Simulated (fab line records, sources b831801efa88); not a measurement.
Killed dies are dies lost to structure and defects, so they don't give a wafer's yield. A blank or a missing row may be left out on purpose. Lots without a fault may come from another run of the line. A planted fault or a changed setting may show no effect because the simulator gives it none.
Which tool did it? | flow gf180mcu | 13 lots, 39 wafers sampled, at 2 steps of a route of 602

WHAT THE GAUGES READ, wafer by wafer
GF_HV_LDD_OVL_MEAS_08.
lot  | measured     | on         | HV_LDD_OVL (nm)
L578 | day 10 10:04 | overlay-02 | -0.2 0.2 1.8
L579 | day 10 20:58 | overlay-01 | -0.4 1.3 2.4
L582 | day 11 18:50 | overlay-02 | 1.4 1.0 1.4
L583 | day 12 00:56 | overlay-01 | 0.8 0.7 -0.5
L584 | day 12 07:04 | overlay-02 | 1.8 -0.7 -0.3
L587 | day 13 03:24 | overlay-01 | -1.1 -1.6 0.1
L589 | day 13 14:04 | overlay-01 | -0.9 0.6 -1.9
L590 | day 13 19:25 | overlay-01 | -0.6 -0.9 -1.3
L591 | day 14 04:05 | overlay-01 | -1.7 -0.7 -2.0
L595 | day 15 15:22 | overlay-01 | 1.5 1.2 -0.3
L596 | day 15 21:30 | overlay-02 | 1.7 0.7 1.6
L597 | day 16 07:16 | overlay-02 | -0.9 -2.2 -2.0
L601 | day 17 12:58 | overlay-01 | -0.2 0.4 -1.8

GF_SAB_THK_MEAS_01.
lot  | measured     | on            | SAB_CVD_00_THK (nm)
L578 | day 14 20:52 | film_metro-03 | 50.1 51.8 51.1
L579 | day 15 07:08 | film_metro-02 | 48.9 49.2 49.8
L582 | day 16 09:26 | film_metro-02 | 48.7 49.0 49.2
L583 | day 16 17:48 | film_metro-02 | 48.8 49.1 49.5
L584 | day 16 23:20 | film_metro-03 | 49.9 49.5 49.9
L587 | day 17 22:12 | film_metro-02 | 49.8 49.8 49.4
L589 | day 18 11:49 | film_metro-01 | 51.2 51.0 50.4
L590 | day 18 19:58 | film_metro-03 | 49.3 50.2 50.1
L591 | day 19 04:41 | film_metro-01 | 49.4 49.5 50.8
L595 | day 20 21:26 | film_metro-02 | 50.1 50.3 50.3
L596 | day 21 02:52 | film_metro-03 | 49.3 50.7 50.3
L597 | day 21 14:04 | film_metro-03 | 49.6 50.0 50.4
L601 | day 22 21:33 | film_metro-01 | 50.8 50.6 50.8

WHICH TOOL RAN EACH LOT (tool, then ch and the chambers of the sampled wafers, then the start)
The record holds no process step before these readings.

WHAT THE TOOLS THEMSELVES READ (means of the sampled wafers that have a number; where no wafer has one, the mark that the record gives instead)
The record holds no such reading with a usual standard deviation.

THE ANSWER, worked out from the rows above alone
Rule: what is usual is taken from the lots themselves. Put in order of their means at a reading, lots are off if they are a third of the lots or fewer, leave a main group of 4 or more, and stand apart from it by a gap of 3 or more times the standard deviation of the main group's means; of several such gaps the widest counts. A main group whose means are all the same, to the digits that the tables above print for the reading, isn't used. A lot without any number at a reading at which 4 lots or more have one is off too. The other lots that the step has rows for count as sound. The gauges are gone through in route order, then the tools' own readings, and for those a lot's mean is taken as printed above. The first step at which some lot is off is used, and at that step the reading that is off furthest; a lot without a number counts as furthest.
No lot is off at any reading shown: from this, nothing can be told.

WHAT THE SIMULATOR HAD PUT IN
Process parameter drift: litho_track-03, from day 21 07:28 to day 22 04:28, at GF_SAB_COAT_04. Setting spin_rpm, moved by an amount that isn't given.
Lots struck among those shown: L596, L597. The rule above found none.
